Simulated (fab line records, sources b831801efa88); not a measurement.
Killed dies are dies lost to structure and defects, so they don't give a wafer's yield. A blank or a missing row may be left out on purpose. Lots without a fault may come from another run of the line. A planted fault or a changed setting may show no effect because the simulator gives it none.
Chamber matching | flow sky130 | SKY_LI_CONTACT_ETCH_15 on rie_diel-04: 4 sister chambers
The step etches PSG in C4F8/O2/Ar, stops on Si, target depth 600 nm. 4 wafers are shown with their chamber, then 8 later ones without.

WAFERS WITH THEIR CHAMBER
wafer  | chamber | oes_product_au (a.u.)
L078.6 | 1       | 0.836
L084.5 | 3       | 0.838
L084.6 | 2       | 0.832
L088.3 | 0       | 0.831

WAFERS WITHOUT THEIR CHAMBER
wafer  | oes_product_au (a.u.)
L088.5 | 0.838
L088.6 | 0.831
L091.2 | 0.832
L091.5 | 0.842
L091.6 | 0.833
L092.4 | 0.842
L092.5 | 0.839
L092.6 | 0.832

WHICH CHAMBER EACH WENT THROUGH
wafer  | from the rows above               | in truth
L088.5 | can't be placed: 3 or 1           | 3
L088.6 | can't be placed: 0 or 2           | 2
L091.2 | can't be placed: 2 or 0 or 1      | 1
L091.5 | can't be placed: 3 or 1           | 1
L091.6 | can't be placed: 2 or 0 or 1 or 3 | 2
L092.4 | can't be placed: 3 or 1           | 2
L092.5 | can't be placed: 3 or 1           | 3
L092.6 | can't be placed: 2 or 0 or 1      | 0
Placed correctly: 0 of 8. Can't be placed from these rows: 8 (the true chamber is among the candidates in 7). Placed wrongly: 0.
How it was worked out, from the rows above alone: a wafer's distance from a chamber is the root of the sum, over the readings, of the square of ((its reading less the chamber's mean) divided by the reading's scatter). The wafer belongs to the nearest chamber; if the next one is less than 2 further off, it can't be placed. A chamber's mean is the mean of its shown wafers. The scatter: with one shown wafer a chamber, the root of the mean of the squares of how far each hidden wafer lies from its nearest shown one.
